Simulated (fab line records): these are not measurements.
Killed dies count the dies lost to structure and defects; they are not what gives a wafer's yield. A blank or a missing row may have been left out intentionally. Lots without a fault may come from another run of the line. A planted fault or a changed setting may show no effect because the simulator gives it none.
Which tool was responsible?    flow sky130    route of 708 steps, sampled at 1 step: 6 lots, 18 wafers

== WHAT THE GAUGES READ, wafer by wafer ==
SKY_CAP2M_RS_MEAS_03: the measuring method here is four-point-probe.
lot   measured      on             CAP2M_TIN_RS (ohm/sq)
L798  day 40 13:37  film metro-01  6.96 6.93 6.93
L805  day 42 12:01  film metro-01  6.74 6.77 6.86
L808  day 43 14:40  film metro-02  6.89 6.97 7.01
L813  day 44 19:37  film metro-01  6.78 6.77 6.75
L816  day 45 23:59  film metro-04  6.84 6.96 6.81
L818  day 46 02:07  film metro-01  6.97 6.93 6.90

== TOOL THAT RAN EACH LOT (tool first, then ch and the chambers of the sampled wafers, then the start) ==
The record holds no process step before these readings.

== THE ANSWER, worked out from the rows above alone ==
Rule: the usual values come from the lots themselves. Put in order of their means at a reading, lots are off if they are a third of the lots or fewer, leave a main group of 4 or more, and stand apart from it by a gap of 3 or more times the standard deviation of the main group's means; of several such gaps the widest counts. If all means in a main group match to the digits the tables above print for the reading, that group is not used. A lot without any number at a reading at which 4 lots or more have one is off too. All remaining lots with rows at the step are treated as sound.
Nothing can be told from this: no lot is off at any reading shown.

== WHAT HAD BEEN PUT IN BY THE SIMULATOR ==
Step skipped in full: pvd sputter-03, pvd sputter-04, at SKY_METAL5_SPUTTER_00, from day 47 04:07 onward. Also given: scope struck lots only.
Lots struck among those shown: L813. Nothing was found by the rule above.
